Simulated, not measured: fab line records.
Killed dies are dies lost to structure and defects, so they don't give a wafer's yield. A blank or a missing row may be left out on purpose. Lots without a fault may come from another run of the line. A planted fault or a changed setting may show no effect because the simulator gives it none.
fab line records    flow sky130
[record] lots = 7  wafers = 21  lastDay = 50
route steps=708 shown VIA3@581 PAD_OPEN@708
lots that met no fault: taken from a fault-free run of the same line
startH: hours from the record's first day to the start of the lot's first wafer shown    waitH: hours from the lot's prior step to this one    " unchanged from the row above    L1.1+2: several wafers, shown together as one row    - no value, or no start was given    * or withheld: withheld    < > ~ a bound
route shown NAME@n: NAME is a module with steps in the file, n the number in the route of the first one    usual: mean/standard deviation taken from wafers without a fault    same: alike in all rows    chamber/n: place in a boat    sites: each site's reading    _std_site: the standard deviation of these    _edge_site: the outer-site mean with the inner-site mean subtracted    radiusMm: how far each site lies from the wafer's centre    mask NAME#n: copy n    behind: the most recent tool/chamber to have shaped the wafer    hold: why the lot went on hold/how many hours it stayed there/how the hold came to an end    device: names the non-switching transistor (n, p or np)    end of line: at the end of the route, the tests of the same wafers    for a step that has no rows: nothing shown but its recipe    killed: at the first sort, the dies lost to defects and structure; wafer yield is something else    map: shows each die of a wafer: x if killed, . if not, _ if none is there
set.NAME: the run value of the setting; set.NAME@STEP: its run value at that earlier step    model.NAME: the simulator's own value behind a step, which no gauge read
certain route steps with their lots: each step a table, each wafer a row
services: from which hour (startH, from the record's first day; less than 0 if before it) a tool's chamber was out of use, for how many hours, and why
[[steps]]
[step SKY_VIA3_SOFTBAKE_08]
[recipe] tempC = 100  timeS = 90  resist = KrF-thick
[step SKY_VIA3_EXPOSE_09]
[recipe] maskId = VIM3  na = 0.8  sourceShape = annular  sigmaInner = 0.55  sigmaOuter = 0.85  targetCdNm = 200  doseMj = 38
[step SKY_VIA3_PEB_10]
[recipe] pebTempC = withheld  pebTimeS = withheld  resist = KrF-thick
[step SKY_VIA3_DEVELOP_11]
[recipe] developTimeS = 60  resist = KrF-thick  devTempC = 21
[step SKY_VIA3_CD_MEAS_12]
[recipe] targetCdNm = 200
[usual] cdNm = 200.0/1.4
lot.wafer  tool      chamber  startH   waitH  cdNm
L253.1     cdSem-02  -        997.79   -      201.2
L253.3     "         -        "        "      200.6
L253.4     "         -        "        "      200.2
L252.1     cdSem-02  -        1001.44  -      198.4
L252.4     "         -        "        "      198.8
L252.6     "         -        "        "      198.4
L254.3     cdSem-02  -        1002.10  -      201.5
L254.4     "         -        "        "      200.7
L254.6     "         -        "        "      200.4
L255.2     cdSem-01  -        1002.96  -      200.1
L255.5     "         -        "        "      199.8
L255.6     "         -        "        "      200.2
L256.1     cdSem-01  -        1003.95  -      199.9
L256.2     "         -        "        "      200.4
L256.3     "         -        "        "      200.1
L264.1     cdSem-01  -        1063.49  -      200.4
L264.3     "         -        "        "      200.5
L264.5     "         -        "        "      200.1
L265.2     cdSem-02  -        1065.27  -      199.9
L265.4     "         -        "        "      199.6
L265.6     "         -        "        "      201.0
[step SKY_VIA3_OVL_MEAS_13]
[usual] VIA3_OVL = 1/4.7
lot.wafer  tool        chamber  startH   waitH  VIA3_OVL[nm]
L253.1     overlay-02  -        997.91   0.1    0
L253.3     "           -        "        "      -1
L253.4     "           -        "        "      -3
L252.1     overlay-01  -        1001.56  0.1    10
L252.4     "           -        "        "      4
L252.6     "           -        "        "      7
L254.3     overlay-01  -        1002.19  0.1    0
L254.4     "           -        "        "      4
L254.6     "           -        "        "      2
L255.2     overlay-01  -        1003.07  0.1    -1
L255.5     "           -        "        "      6
L255.6     "           -        "        "      6
L256.1     overlay-02  -        1004.07  0.1    0
L256.2     "           -        "        "      -6
L256.3     "           -        "        "      4
L264.1     overlay-02  -        1063.61  0.1    4
L264.3     "           -        "        "      5
L264.5     "           -        "        "      7
L265.2     overlay-01  -        1065.37  0.1    -6
L265.4     "           -        "        "      -2
L265.6     "           -        "        "      -10
[step SKY_VIA3_ETCH_14]
[recipe] chemistry = N2/H2  target = BARC  ionEnergyEv = 200  sourceW = 500  biasW = 100  pressureMtorr = 30  n2FlowSccm = 100  h2FlowSccm = 200  stopOn = SiO2  timeS = 45.9  targetDepthA = 600
[usual] drypumpMotorCurrentA = 5.6/0.41  oesProductAu = 0.855/0.0045  throttleValvePct = 13.224/0.0086
lot.wafer  tool        chamber  startH   waitH  drypumpMotorCurrentA  oesProductAu  rfHoursCounterH  throttleValvePct
L253.1     rieDiel-03  2        997.95   0.0    6.0                   0.850         22               13.223
L253.3     "           1        "        "      5.1                   0.855         22               13.225
L253.4     "           3        "        "      6.2                   0.862         1                13.218
L252.1     rieDiel-03  1        1001.60  0.0    5.1                   0.852         22               13.216
L252.4     "           3        "        "      6.2                   0.850         1                13.224
L252.6     "           1        "        "      5.1                   0.851         -                13.224
L254.3     rieDiel-03  3        1002.21  0.0    6.2                   0.860         1                13.235
L254.4     "           1        "        "      5.1                   0.843         22               13.209
L254.6     "           1        "        "      5.1                   0.851         -                13.227
L255.2     rieDiel-01  0        1003.10  0.0    5.9                   0.851         11               13.231
L255.5     "           2        "        "      5.3                   0.852         -                13.222
L255.6     "           1        "        "      5.3                   0.853         -                13.223
L256.1     rieDiel-01  0        1004.10  0.0    5.9                   0.858         11               13.222
L256.2     "           2        "        "      5.3                   0.850         4                13.236
L256.3     "           1        "        "      5.3                   0.866         8                13.228
L264.1     rieDiel-04  1        1063.65  0.0    5.8                   0.863         18               13.231
L264.3     "           3        "        "      5.6                   0.847         13               13.246
L264.5     "           2        "        "      5.0                   0.851         -                13.235
L265.2     rieDiel-03  0        1065.40  0.0    5.2                   0.847         19               13.221
L265.4     "           1        "        "      5.1                   0.851         24               13.209
L265.6     "           1        "        "      5.1                   0.854         -                13.207
[step SKY_VIA3_ETCH_15]
[recipe] target = SiO2  chemistry = C4F8/O2/Ar  targetDepthNm = 507  stopOn = TiN  maskMaterial = KrF-thick  sourceW = 1500  biasW = 1200  pressureMtorr = 40  c4f8FlowSccm = withheld  O2_flow_sccm = 6  Ar_flow_sccm = 300  timeS = 78
[usual] oesProductAu = 0.945/0.0046
lot.wafer  tool        chamber  startH   waitH  oesProductAu  rfHoursCounterH
L253.1     rieDiel-03  2        997.99   0.0    0.949         22
L253.3     "           1        "        "      0.933         22
L253.4     "           3        "        "      0.946         1
L252.1     rieDiel-03  1        1001.64  0.0    0.936         22
L252.4     "           3        "        "      0.951         1
L252.6     "           1        "        "      0.946         -
L254.3     rieDiel-03  3        1002.26  0.0    0.952         1
L254.4     "           1        "        "      0.948         22
L254.6     "           1        "        "      0.948         -
L255.2     rieDiel-01  0        1003.14  0.0    0.936         11
L255.5     "           2        "        "      0.945         -
L255.6     "           1        "        "      0.944         -
L256.1     rieDiel-01  0        1004.14  0.0    0.950         11
L256.2     "           2        "        "      0.937         4
L256.3     "           1        "        "      0.944         8
L264.1     rieDiel-04  1        1063.69  0.0    0.950         18
L264.3     "           3        "        "      0.947         13
L264.5     "           2        "        "      0.945         -
L265.2     rieDiel-03  0        1065.45  0.0    0.948         19
L265.4     "           1        "        "      0.948         24
L265.6     "           1        "        "      0.949         -
[step SKY_VIA3_STRIP_16]
[recipe] chemistry = O2/N2  powerW = 1400  pressureMtorr = 1500  platenTempC = withheld  o2FlowSccm = 3000  n2FlowSccm = 300  overashFraction = 0.5
[usual] drypumpMotorCurrentA = 5.7/0.49  oesProductAu = 0.401/0.0045  stripTimeToEndpointS = 4.115/0.03
lot.wafer  tool            chamber  startH   waitH  drypumpMotorCurrentA  oesProductAu  rfHoursCounterH  stripTimeToEndpointS
L253.1     plasmaAsher-02  0        998.05   0.0    6.1                   0.407         115              4.089
L253.3     "               1        "        "      4.8                   0.392         -                4.088
L253.4     "               0        "        "      6.1                   0.401         -                4.079
L252.1     plasmaAsher-03  0        1001.70  0.0    5.8                   0.406         58               4.105
L252.4     "               0        "        "      5.8                   0.404         -                4.087
L252.6     "               0        "        "      5.8                   0.403         -                4.077
L254.3     plasmaAsher-02  0        1002.35  0.1    6.1                   0.396         -                4.120
L254.4     "               1        "        "      4.8                   0.401         -                4.125
L254.6     "               0        "        "      6.1                   0.401         -                4.131
L255.2     plasmaAsher-04  0        1003.20  0.0    5.9                   0.404         88               4.117
L255.5     "               1        "        "      5.7                   0.411         -                4.107
L255.6     "               0        "        "      5.9                   0.395         -                4.104
L256.1     plasmaAsher-02  0        1004.20  0.0    6.1                   0.402         116              4.128
L256.2     "               1        "        "      4.8                   0.403         116              4.142
L256.3     "               1        "        "      4.8                   0.405         -                4.150
L264.1     plasmaAsher-03  1        1063.75  0.0    6.2                   0.397         65               4.151
L264.3     "               1        "        "      6.2                   0.404         -                4.144
L264.5     "               0        "        "      5.8                   0.397         -                4.092
L265.2     plasmaAsher-04  1        1065.51  0.0    5.7                   0.401         94               4.109
L265.4     "               1        "        "      5.7                   0.401         -                4.084
L265.6     "               0        "        "      5.9                   0.408         -                4.090
[step SKY_VIA3_STRIP_17]
[recipe] chemistry = postEtchResidueRemover  timeS = 1200  tempC = 72.5
[step SKY_VIA3_CLEAN_18]
[recipe] chemistry = IPA  timeS = 180  tempC = 25
[step SKY_VIA3_CLEAN_19]
[recipe] chemistry = O3/DIW  dry = n2Spin
[step SKY_VIA3_SPUTTER_20]
[recipe] material = TiN  targetThkNm = 20  chamberPressurePa = 5  powerW = 3878  timeS = 80
[usual] cathodeDcPowerW = 3878.1/0.7  chamberPressurePa = 5.001/0.0091  throttleValvePct = 29.7/0.8
lot.wafer  tool           chamber  startH   waitH  cathodeDcPowerW  chamberPressurePa  throttleValvePct
L253.1     pvdSputter-03  -        999.13   0.0    3878.1           4.996              29.6
L253.3     "              -        "        "      3878.3           5.012              30.5
L253.4     "              -        "        "      3877.3           5.006              29.3
L252.1     pvdSputter-03  -        1002.35  0.0    -                -                  -
L252.4     "              -        "        "      -                -                  -
L252.6     "              -        "        "      -                -                  -
L254.3     pvdSputter-02  -        1003.34  0.0    -                -                  -
L254.4     "              -        "        "      -                -                  -
L254.6     "              -        "        "      -                -                  -
L255.2     pvdSputter-03  -        1003.85  0.0    -                -                  -
L255.5     "              -        "        "      -                -                  -
L255.6     "              -        "        "      -                -                  -
L256.1     pvdSputter-03  -        1004.80  0.0    3877.4           5.000              29.6
L256.2     "              -        "        "      3878.5           5.001              30.4
L256.3     "              -        "        "      3877.7           5.010              30.5
L264.1     pvdSputter-01  -        1064.34  0.0    3879.1           5.017              28.1
L264.3     "              -        "        "      3878.2           4.994              30.9
L264.5     "              -        "        "      3878.3           5.014              28.2
L265.2     pvdSputter-01  -        1066.10  0.0    3877.8           5.001              29.9
L265.4     "              -        "        "      3878.5           4.999              30.9
L265.6     "              -        "        "      3878.7           5.002              30.6
[step SKY_VIA3_CVD_21]
[recipe] material = W  targetThkNm = 390  timeS = 117.31  tempC = 400  pressureTorr = 40
[usual] chamberPressureTorr = 39.99/0.081  heaterPowerW = 867/51
lot.wafer  tool     chamber  startH   waitH  chamberPressureTorr  heaterPowerW
L253.1     cvdW-02  1        999.20   0.0    39.95                853
L253.3     "        1        "        "      39.85                872
L253.4     "        0        "        "      39.90                879
L252.1     cvdW-02  0        1002.41  0.0    40.06                882
L252.4     "        1        "        "      40.05                845
L252.6     "        1        "        "      40.05                840
L254.3     cvdW-01  1        1003.44  0.1    39.92                925
L254.4     "        0        "        "      39.99                792
L254.6     "        0        "        "      40.08                799
L255.2     cvdW-02  0        1003.91  0.0    40.08                889
L255.5     "        0        "        "      39.99                888
L255.6     "        1        "        "      39.87                845
L256.1     cvdW-01  0        1004.86  0.0    39.86                793
L256.2     "        1        "        "      40.01                929
L256.3     "        0        "        "      39.84                787
L264.1     cvdW-01  0        1064.40  0.0    40.03                803
L264.3     "        0        "        "      40.02                808
L264.5     "        0        "        "      39.86                811
L265.2     cvdW-01  0        1066.16  0.0    39.95                815
L265.4     "        0        "        "      40.05                808
L265.6     "        1        "        "      39.97                912
[step SKY_PAD_OPEN_PROBE_99]
[usual] defectLimitedYield = 82.5/1.9  killed_at_M0_to_M3 = 42/6.4  killed_at_M4_up = 2.9/1.7  killedAtContacts = 25/5.2  killedAtFrontEnd = 16/4.4  killedAtOther = 0.4/0.65  killedDies = 86/9.2  killedOnRim = 17/3.9  killedOpen = 47/6.6  killedShort = 39/5.8  sort_bin_3_pad_short = 0.9/0.42  sort_bin_5_function = 10.4/1.5  sort_bin_6_memory = 6.3/1  sortNPass = 406/9.2  sortYieldPct = 82.5/1.9
[same] grossDies = 492  killedAtBackSide = 0  sort_bin_4_leakage[%] = 0  sort_bin_8_speed[%] = 0
lot.wafer  tool       chamber  startH   waitH  defectLimitedYield[%]  killed_at_M0_to_M3  killed_at_M4_up  killedAtContacts  killedAtFrontEnd  killedAtOther  killedDies  killedOnRim  killedOpen  killedShort  sort_bin_3_pad_short[%]  sort_bin_5_function[%]  sort_bin_6_memory[%]  sortNPass  sortYieldPct[%]
L252.1     prober-01  -        1140.94  0.1    0                      456                 1                22                12                1              492         96           43          30           1.2                      92.1                    6.7                   0          0
L252.4     prober-01  -        1141.09  0.2    0                      445                 2                29                16                0              492         96           51          40           0.8                      92.7                    6.5                   0          0
L252.6     prober-01  -        1141.19  0.2    0                      462                 3                19                8                 0              492         96           34          45           0.8                      94.3                    4.9                   0          0
L254.3     prober-02  -        1141.14  0.2    0                      455                 1                22                14                0              492         96           42          37           0.8                      94.7                    4.5                   0          0
L254.4     prober-02  -        1141.19  0.2    0                      459                 6                19                8                 0              492         96           33          34           1.0                      94.1                    4.9                   0          0
L254.6     prober-02  -        1141.29  0.2    0                      451                 3                20                17                1              492         96           39          38           0.8                      95.5                    3.7                   0          0
L256.1     prober-02  -        1142.44  0.1    85.0                   33                  5                22                14                0              74          15           44          30           0.6                      8.5                     5.9                   418        85.0
L256.2     prober-02  -        1142.49  0.1    79.9                   52                  4                26                17                0              99          19           58          41           0.8                      12.4                    6.9                   393        79.9
L256.3     prober-02  -        1142.54  0.2    85.0                   36                  1                20                16                1              74          15           35          39           0.4                      9.1                     5.5                   418        85.0
L255.2     prober-01  -        1142.49  0.1    0                      442                 2                26                22                0              492         96           48          44           0.8                      91.9                    7.3                   0          0
L255.5     prober-01  -        1142.64  0.2    0                      452                 1                30                9                 0              492         96           52          42           0.8                      91.7                    7.5                   0          0
L255.6     prober-01  -        1142.69  0.2    0                      446                 2                30                13                1              492         96           53          38           1.4                      92.5                    6.1                   0          0
// killed by level:class
L252.1 VIA3:areaSputter=419 VIA1:geometricParticle:open=9 CONTACT:geometricParticle:open=8 VIA3:geometricParticle:open=7 LI_CONTACT:geometricParticle:open=6 POLY_GATE:geometricParticle:open=5 CONTACT:geometricParticle:short=5 VIA3:geometricParticle:short=5
L252.4 VIA3:areaSputter=401 VIA1:geometricParticle:open=14 VIA2:geometricParticle:open=8 LI_CONTACT:geometricParticle:open=8 LOCAL_INTERCONNECT:geometricParticle:short=7 POLY_GATE:geometricParticle:open=6 CONTACT:geometricParticle:short=5 CONTACT:geometricParticle:open=5
L254.3 VIA3:areaSputter=413 VIA2:geometricParticle:open=8 VIA1:geometricParticle:open=7 CONTACT:geometricParticle:open=6 VIA3:geometricParticle:open=6 FIELD_ISO:geometricParticle:open=5 LI_CONTACT:geometricParticle:open=5 CONTACT:geometricParticle:short=5
L254.4 VIA3:areaSputter=425 CONTACT:geometricParticle:open=6 METAL3:geometricParticle:short=6 VIA1:geometricParticle:open=5 LI_CONTACT:geometricParticle:open=4 VIA3:geometricParticle:open=4 POLY_GATE:geometricParticle:short=3 LI_CONTACT:geometricParticle:short=3
L252.6 VIA3:areaSputter=413 VIA2:geometricParticle:short=11 VIA1:geometricParticle:open=10 METAL3:geometricParticle:short=7 CONTACT:geometricParticle:open=6 METAL2:geometricParticle:short=6 LI_CONTACT:geometricParticle:open=5 LOCAL_INTERCONNECT:geometricParticle:short=5
L254.6 VIA3:areaSputter=414 CONTACT:geometricParticle:open=8 VIA3:geometricParticle:open=8 METAL1:geometricParticle:short=6 POLY_GATE:geometricParticle:open=5 FIELD_ISO:geometricParticle:short=4 VIA1:geometricParticle:open=4 CONTACT:geometricParticle:short=4
L256.1 CONTACT:geometricParticle:open=10 FIELD_ISO:geometricParticle:open=5 LI_CONTACT:geometricParticle:open=5 VIA1:geometricParticle:open=5 VIA2:geometricParticle:open=5 VIA3:geometricParticle:open=5 FIELD_ISO:geometricParticle:short=4 METAL1:geometricParticle:short=4
L255.2 VIA3:areaSputter=400 LI_CONTACT:geometricParticle:open=10 VIA1:geometricParticle:open=8 POLY_GATE:geometricParticle:open=6 CONTACT:geometricParticle:open=6 VIA3:geometricParticle:short=6 FIELD_ISO:geometricParticle:short=5 FIELD_ISO:geometricParticle:open=5
L256.2 VIA1:geometricParticle:open=14 LI_CONTACT:geometricParticle:open=11 CONTACT:geometricParticle:open=8 VIA1:geometricParticle:short=8 VIA2:geometricParticle:open=6 FIELD_ISO:geometricParticle:open=5 METAL1:geometricParticle:short=5 METAL2:geometricParticle:short=5
L256.3 CONTACT:geometricParticle:open=8 VIA3:geometricParticle:open=6 VIA1:geometricParticle:open=6 POLY_GATE:geometricParticle:short=5 LI_CONTACT:geometricParticle:open=5 VIA1:geometricParticle:short=5 VIA2:geometricParticle:open=5 CONTACT:geometricParticle:short=4
L255.5 VIA3:areaSputter=398 CONTACT:geometricParticle:open=11 CONTACT:geometricParticle:short=11 VIA1:geometricParticle:open=11 METAL1:geometricParticle:short=10 VIA2:geometricParticle:open=8 LI_CONTACT:geometricParticle:open=7 VIA1:geometricParticle:short=6
L255.6 VIA3:areaSputter=401 VIA1:geometricParticle:open=13 VIA2:geometricParticle:open=10 CONTACT:geometricParticle:open=9 LI_CONTACT:geometricParticle:open=8 METAL1:geometricParticle:short=6 POLY_GATE:geometricParticle:open=4 LI_CONTACT:geometricParticle:short=4
// map L252.1 (x killed, . not)
__________xxxxxxxxxx_________
________xxxxxxxxxxxxxx_______
______xxxxxxxxxxxxxxxxxx_____
_____xxxxxxxxxxxxxxxxxxxx____
____xxxxxxxxxxxxxxxxxxxxxx___
___xxxxxxxxxxxxxxxxxxxxxxxx__
__xxxxxxxxxxxxxxxxxxxxxxxxxx_
_xxxxxxxxxxxxxxxxxxxxxxxxxxxx
_xxxxxxxxxxxxxxxxxxxxxxxxxxxx
_xxxxxxxxxxxxxxxxxxxxxxxxxxxx
_xxxxxxxxxxxxxxxxxxxxxxxxxxxx
_xxxxxxxxxxxxxxxxxxxxxxxxxxxx
_xxxxxxxxxxxxxxxxxxxxxxxxxxxx
_xxxxxxxxxxxxxxxxxxxxxxxxxxxx
_xxxxxxxxxxxxxxxxxxxxxxxxxxxx
__xxxxxxxxxxxxxxxxxxxxxxxxxx_
___xxxxxxxxxxxxxxxxxxxxxxxx__
____xxxxxxxxxxxxxxxxxxxxxx___
_____xxxxxxxxxxxxxxxxxxxx____
______xxxxxxxxxxxxxxxxxx_____
________xxxxxxxxxxxxxx_______
__________xxxxxxxxxx_________
// map L254.3 (x killed, . not)
__________xxxxxxxxxx_________
________xxxxxxxxxxxxxx_______
______xxxxxxxxxxxxxxxxxx_____
_____xxxxxxxxxxxxxxxxxxxx____
____xxxxxxxxxxxxxxxxxxxxxx___
___xxxxxxxxxxxxxxxxxxxxxxxx__
__xxxxxxxxxxxxxxxxxxxxxxxxxx_
_xxxxxxxxxxxxxxxxxxxxxxxxxxxx
_xxxxxxxxxxxxxxxxxxxxxxxxxxxx
_xxxxxxxxxxxxxxxxxxxxxxxxxxxx
_xxxxxxxxxxxxxxxxxxxxxxxxxxxx
_xxxxxxxxxxxxxxxxxxxxxxxxxxxx
_xxxxxxxxxxxxxxxxxxxxxxxxxxxx
_xxxxxxxxxxxxxxxxxxxxxxxxxxxx
_xxxxxxxxxxxxxxxxxxxxxxxxxxxx
__xxxxxxxxxxxxxxxxxxxxxxxxxx_
___xxxxxxxxxxxxxxxxxxxxxxxx__
____xxxxxxxxxxxxxxxxxxxxxx___
_____xxxxxxxxxxxxxxxxxxxx____
______xxxxxxxxxxxxxxxxxx_____
________xxxxxxxxxxxxxx_______
__________xxxxxxxxxx_________
[[services]]
tool            chamber  startH   hours  kind
pvdSputter-01   -        978.72   24.4   repair
cvdW-01         -        990.57   6.9    pm
rieDiel-01      3        995.65   8.7    repair
pvdSputter-01   3        1004.16  -      consumableReplace:kit
pvdSputter-01   3        1004.16  18.0   scheduledDown
pvdSputter-01   3        1004.16  18.0   ventCycle
rieDiel-04      0        1011.08  1.6    repair
rieDiel-04      2        1024.76  9.5    repair
rieDiel-03      1        1036.27  8.8    repair
cvdW-02         -        1039.64  0.4    repair
rieDiel-01      2        1049.67  2.8    repair
plasmaAsher-02  -        1055.25  9.0    pm
plasmaAsher-02  0        1055.25  9.0    ventCycle
plasmaAsher-02  1        1055.25  9.0    ventCycle
cvdW-01         1        1055.94  2.9    repair
plasmaAsher-02  0        1064.25  -      clean
plasmaAsher-02  1        1064.25  -      clean
[[key]]
[firstSign] step = SKY_VIA3_SPUTTER_20  reading = toolRecord  direction = missing
[effect] step = SKY_PAD_OPEN_PROBE_99  reading = killed_at_M0_to_M3  direction = up  sigmas = 64  usual = 42  struck = 452
[moreKillsBornAt] SKY_VIA3_SPUTTER_20@pvdSputter-03 = 2430  SKY_VIA3_SPUTTER_20@pvdSputter-02 = 1250
metAt SKY_VIA3_SPUTTER_20
struckWafers L252.1,L252.4,L252.6,L254.3,L254.4,L254.6,L255.2,L255.5,L255.6
laterRowsLeftOut L252.1,L252.4,L252.6,L254.3,L254.4,L254.6,L255.2,L255.5,L255.6
onsetBetween 999.13 1002.35
[fault] kind = skippedStepWhole  tool = pvdSputter-02,pvdSputter-03  chamber = -  onsetH = 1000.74  steps = SKY_VIA3_SPUTTER_20  scope = struckLotsOnly
// laterRowsLeftOut: the simulator's readings of these wafers behind a module that went badly wrong aren't trusted and aren't shown, but for the sort
